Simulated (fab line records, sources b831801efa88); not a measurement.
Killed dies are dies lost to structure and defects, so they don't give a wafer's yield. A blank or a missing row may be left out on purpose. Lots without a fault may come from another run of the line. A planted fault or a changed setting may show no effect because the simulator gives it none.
Problem report in the 8D (eight disciplines) form, filled by code | flow sky130 | the parts of the form that need people (team, actions taken, sign-off) are left out

1. THE PROBLEM
run_length_s at SKY_VT_ADJUST_HVTR_SOFTBAKE_03 reads a mean of 82.77 s on 2 wafers of 2 lots; wafers without a fault read 88.92 s with a standard deviation of 0.13. That is -47 standard deviations from the usual mean.
The step: time 60 s.
First seen on wafer L139.6, day 12 07:50, on litho_track-01. The record holds 39 wafers of 13 lots with a number at this step. Rule for "out", or "out of limits": more than 4 standard deviations from the usual mean. The other wafers with a number count as sound.

2. WHAT IT IS AND WHAT IT IS NOT
question                    | is                                 | is not
which readings at this step | run_length_s, heater_power_total_W | -
which lots                  | L139, L140                         | L129, L131, L132, L133, L135, L142, L145, L147, L148, L149, L151
which wafers of those lots  | L139.6, L140.6                     | L139.1, L139.5, L140.2, L140.5
read on which tools         | litho_track-01                     | litho_track-02, litho_track-04
when                        | from day 12 07:50                  | up to then (17 sound wafers); but 20 sound wafers of L140, L142, L145, L147, L148, L149, L151 came after

3. SUSPECTS, AND WHAT RULES EACH OUT
Counting: a tool at a process step up to the reading stays a suspect if it ran every lot that is out. Sound lots after the first of them don't rule it out here, since some wafers of a struck lot are sound.
- litho_track-01 at SKY_VT_ADJUST_HVTR_SOFTBAKE_03 (time 60 s): kept. It ran every lot that is out, first L139 (day 12 07:50); its last sound lot up to then is L135 (day 11 05:28). Its own readings are out on those wafers: heater_power_total_W, run_length_s.
Left after counting: litho_track-01 at SKY_VT_ADJUST_HVTR_SOFTBAKE_03.

4. THE CAUSE (what the simulator had put in)
Process parameter drift: litho_track-01, from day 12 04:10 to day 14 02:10, at SKY_VT_ADJUST_HVTR_SOFTBAKE_03. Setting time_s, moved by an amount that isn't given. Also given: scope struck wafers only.
Counting left only this tool.

5. THE CHAIN OF EFFECTS, in route order
Each row: a reading whose mean over the struck wafers that have a number lies more than 3 standard deviations from the usual. Only readings for which the record gives a usual standard deviation are gone through. hours: the time from each lot's start at the first step in this table that gives one to its start at this step, as a median over the lots. sigmas: the change in usual standard deviations.
hours | step                           | reading              | usual   | on struck wafers | change | sigmas
0     | SKY_VT_ADJUST_HVTR_SOFTBAKE_03 | heater_power_total_W | 56.60 W | 58.67            | +2.07  | +46
0     | SKY_VT_ADJUST_HVTR_SOFTBAKE_03 | run_length_s         | 88.92 s | 82.77            | -6.16  | -47
The process steps in it:
- SKY_VT_ADJUST_HVTR_SOFTBAKE_03: time 60 s.
Later measuring or inspecting steps at which every struck wafer that the step has a row for has a number for every such reading, and none has moved that far: SKY_VT_ADJUST_PCH_OVL_MEAS_07, SKY_GATE_OXIDE_OVL_MEAS_10.

6. WHAT WOULD HAVE CAUGHT IT SOONER
In this record the first reading out of limits was taken at day 12 07:50, 4 hours after the fault began at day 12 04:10.
